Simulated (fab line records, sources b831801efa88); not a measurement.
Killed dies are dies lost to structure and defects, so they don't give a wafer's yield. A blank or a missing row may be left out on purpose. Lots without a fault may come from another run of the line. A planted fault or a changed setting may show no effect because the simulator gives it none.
Problem report in the 8D (eight disciplines) form, filled by code | flow gf180mcu | the parts of the form that need people (team, actions taken, sign-off) are left out

1. THE PROBLEM
CONTACT_CVD_00_THK at GF_CONTACT_THK_MEAS_01 reads a mean of 152 nm on 6 wafers of 2 lots; wafers without a fault read 301 nm with a standard deviation of 3.6. That is -41 standard deviations from the usual mean.
First seen on wafer L662.1, day 18 10:49, on film_metro-03. The record holds 36 wafers of 12 lots with a number at this step. Rule for "out", or "out of limits": more than 4 standard deviations from the usual mean. The other wafers with a number count as sound.

2. WHAT IT IS AND WHAT IT IS NOT
question                    | is                     | is not
which readings at this step | CONTACT_CVD_00_THK     | -
which lots                  | L662, L663             | L654, L656, L657, L668, L669, L670, L671, L672, L674, L675
which wafers of those lots  | all that have a number | -
read on which gauges        | film_metro-03          | film_metro-01, film_metro-04
when                        | from day 18 10:49      | up to then (9 sound wafers); but 21 sound wafers of L668, L669, L670, L671, L672, L674, L675 came after

3. SUSPECTS, AND WHAT RULES EACH OUT
Counting: a tool at a process step up to the reading stays a suspect if it ran every lot that is out and no sound lot after the first of them.
- the gauge at GF_CONTACT_THK_MEAS_01: ruled out. All the wafers that are out were read on film_metro-03, but those of them that GF_CONTACT_CVD_00 has rows for are out there too, on other tools.
- hdpcvd-01 at GF_CONTACT_CVD_00 (deposits SiO2, target thk 300 nm, time 50 s): ruled out as a lasting fault. Sound lots L669, L671, L672, L675 ran on it after its first lot that is out, L662 (day 18 10:46).
Left after counting: nothing in the record.

4. THE CAUSE (what the simulator had put in)
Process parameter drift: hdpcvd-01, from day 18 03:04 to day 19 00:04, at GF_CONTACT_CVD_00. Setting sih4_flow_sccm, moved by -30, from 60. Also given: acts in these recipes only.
Counting ruled it out, wrongly: the rule takes a fault to strike every lot that its tool runs from its start on, and this one did not.

5. THE CHAIN OF EFFECTS, in route order
Each row: a reading whose mean over the struck wafers that have a number lies more than 3 standard deviations from the usual. Only readings for which the record gives a usual standard deviation are gone through. hours: the time from each lot's start at the first step in this table that gives one to its start at this step, as a median over the lots. sigmas: the change in usual standard deviations.
hours | step                   | reading            | usual      | on struck wafers | change | sigmas
0     | GF_CONTACT_CVD_00      | sih4_flow_sccm     | 59.99 sccm | 29.96            | -30.03 | -99 or more
0     | GF_CONTACT_THK_MEAS_01 | CONTACT_CVD_00_THK | 301 nm     | 152              | -149   | -41
-     | GF_CONTACT_ETCH_17     | oes_product_au     | 0.815 a.u. | 0.740            | -0.075 | -14
The process steps in it:
- GF_CONTACT_CVD_00: deposits SiO2, target thk 300 nm, time 50 s.
- GF_CONTACT_ETCH_17: etches SiO2 in C4F8/O2/Ar, stops on CoSi2, target depth 860 nm.

6. WHAT WOULD HAVE CAUGHT IT SOONER
In this record the first reading out of limits at a measuring or inspecting step was taken at day 18 10:49, 8 hours after the fault began at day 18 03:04.
The tool's own readings at GF_CONTACT_CVD_00 were out on every struck wafer that the step has a row for (sih4_flow_sccm): an alarm limit on them would have fired on the first of those.
